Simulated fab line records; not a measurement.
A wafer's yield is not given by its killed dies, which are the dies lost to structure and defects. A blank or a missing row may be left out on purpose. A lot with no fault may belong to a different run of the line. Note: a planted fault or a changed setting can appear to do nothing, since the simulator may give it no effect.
A lot that was struck, set against a sound lot ; flow sky130 ; 19 out of 708 route steps
Sound: the wafers L802.2, L802.3, L802.6. Struck: wafers L814.1, L814.4, L814.5. Last of all comes the cause.
Each step with rows lists, per side, the tool, then ch with its chambers, then its first start. Under that, the readings that differ: sound wafers ; struck wafers ; difference of the means ; sigmas: that difference in standard deviations of wafers without a fault.
alike: readings whose means differ by less than 2 such deviations, and words and numbers that are the same on both sides. not compared: withheld readings, readings that some wafer has no value for, bounds like >300 that may hide the same value, and numbers for which the record gives no deviation and whose values overlap.
Wherever a step has rows on one side only, a row that says differs or no value, or a row with sigmas, the two part there. Numbers that don't overlap but have no deviation are shown without sigmas and don't part them. A reading that every wafer of one side lacks parts them only if that side has two wafers or more.

first, 1 step without rows for these wafers: SKY_FIELD_ISO_ANNEAL_26 (time 1800 s).
SKY_FIELD_ISO_CMP_27: polishes, stops on Si3N4, t overpolish 16 s, target thk 457.8 nm.
  sound on cmp-02 ch 1,2, day 3 13:02; struck on cmp-02 ch 1,2, day 6 00:59
reading;sound;struck;difference;sigmas
timeToEndpointS (s);118 119 116;107 105 106;-12;-2
  alike: edgeZonePressureFrac, motorCurrentA, overpolishRunS, slurryFlowMlMin
then, 5 steps without rows for these wafers: SKY_FIELD_ISO_WET_ETCH_28 (etches SiO2 in dHF, target depth 23.7 nm, time 47 s); SKY_FIELD_ISO_WET_ETCH_29 (etches Si3N4 in H3PO4, target depth 160 nm, time 1825 s); SKY_FIELD_ISO_WET_ETCH_30 (etches SiO2 in dHF, target depth 25 nm, time 50 s); SKY_NWELL_CLEAN_00 (cleans in SC1/SC2, time 150 s); SKY_NWELL_OXIDATION_01 (stabilise 600 s, purge 300 s, target thk 10 nm).
SKY_NWELL_THK_MEAS_02:
  sound: filmMetro-02 at day 3 15:20; struck: filmMetro-01 at day 6 05:25
  alike: NWELL_OXIDATION_THK
then, 4 steps without rows for these wafers: SKY_DNWELL_DEHYDRATE_00 (time 60 s); SKY_DNWELL_HMDS_01 (prime time 60 s); SKY_DNWELL_COAT_02 (resist thk 3000 nm); SKY_DNWELL_SOFTBAKE_03.
SKY_DNWELL_EXPOSE_04: exposes mask DNM, target cd 3000 nm.
  sound on ilineStepper-01 ch 0, day 4 00:11; struck on ilineStepper-01, day 6 15:50
  no value came back on the struck wafers for exposureDoseMJCm2, focusOffsetNm (nm), stageVelMmS (mm/s); on the sound wafers exposureDoseMJCm2 reads 221.63 221.60 221.88
  alike: mask
then, 3 steps without rows for these wafers: SKY_DNWELL_PEB_05; SKY_DNWELL_DEVELOP_06 (develop time 60 s); SKY_DNWELL_IMPLANT_07.
SKY_DNWELL_STRIP_08: strips in O2/N2.
  sound on plasmaAsher-02 ch 1, day 4 08:36; struck on plasmaAsher-02 ch 1, day 7 01:55
  alike: drypumpMotorCurrentA, oesProductAu, stripTimeToEndpointS
  not compared: rfHoursCounterH
SKY_DNWELL_TW_MEAS_09:
  sound: filmMetro-04 at day 4 08:43; struck: filmMetro-04 at day 7 02:01
reading;sound;struck;difference;sigmas
DNWELL_TW;1115 1117 1117;30 30 30;-1086;-99 or more
then, 1 step without rows for these wafers: SKY_PWDE_DEHYDRATE_00 (time 60 s).

## WHERE THEY PART
First at SKY_FIELD_ISO_CMP_27; last, within this record, at SKY_DNWELL_TW_MEAS_09.

WHY: whatever the simulator had introduced
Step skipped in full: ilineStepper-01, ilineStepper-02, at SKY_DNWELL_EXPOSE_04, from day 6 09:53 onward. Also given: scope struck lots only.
